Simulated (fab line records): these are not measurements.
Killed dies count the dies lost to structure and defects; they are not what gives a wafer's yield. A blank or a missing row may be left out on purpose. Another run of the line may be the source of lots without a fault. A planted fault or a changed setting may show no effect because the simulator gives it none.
Matching of chambers ; flow sky130 ; SKY_VIA3_CMP_02 on cmp-02 has 4 sister chambers
The step polishes SiO2. 8 wafers are shown with their chamber, then 9 later ones without.

WAFERS WITH THEIR CHAMBER
wafer;chamber;motor-current-A (A)
L680.5;3;12.1
L688.4;3;12.1
L689.4;2;10.9
L689.5;1;10.7
L689.6;0;11.8
L690.1;0;11.2
L690.2;2;11.0
L690.3;1;10.4

WAFERS WITHOUT THEIR CHAMBER
wafer;motor-current-A (A)
L694.1;11.3
L694.2;10.8
L694.3;12.0
L699.3;11.4
L699.4;9.9
L699.5;11.1
L701.1;10.6
L701.3;13.4
L701.6;9.7

CHAMBER TAKEN BY EACH
wafer;from the rows above;in truth
L694.1;can't be placed: 0 or 2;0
L694.2;can't be placed: 2 or 1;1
L694.3;can't be placed: 3 or 0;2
L699.3;can't be placed: 0 or 2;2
L699.4;can't be placed: 1 or 2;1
L699.5;can't be placed: 2 or 0 or 1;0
L701.1;can't be placed: 1 or 2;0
L701.3;3;3
L701.6;can't be placed: 1 or 2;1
Placed correctly: 1 of 9. Can't be placed from these rows: 8 (the true chamber is among the candidates in 6). Placed wrongly: 0.
How it was worked out, from the rows above alone: a wafer's distance from a chamber is the root of the sum, over the readings, of the square of ((its reading less the chamber's mean) divided by the reading's scatter). The wafer belongs to the nearest chamber; if the next one is less than 2 further off, it can't be placed. A chamber's mean is the mean of its shown wafers. The scatter: take each reading less its chamber's mean, square it, sum over the shown wafers, divide by the number of wafers less the number of chambers, and take the root.
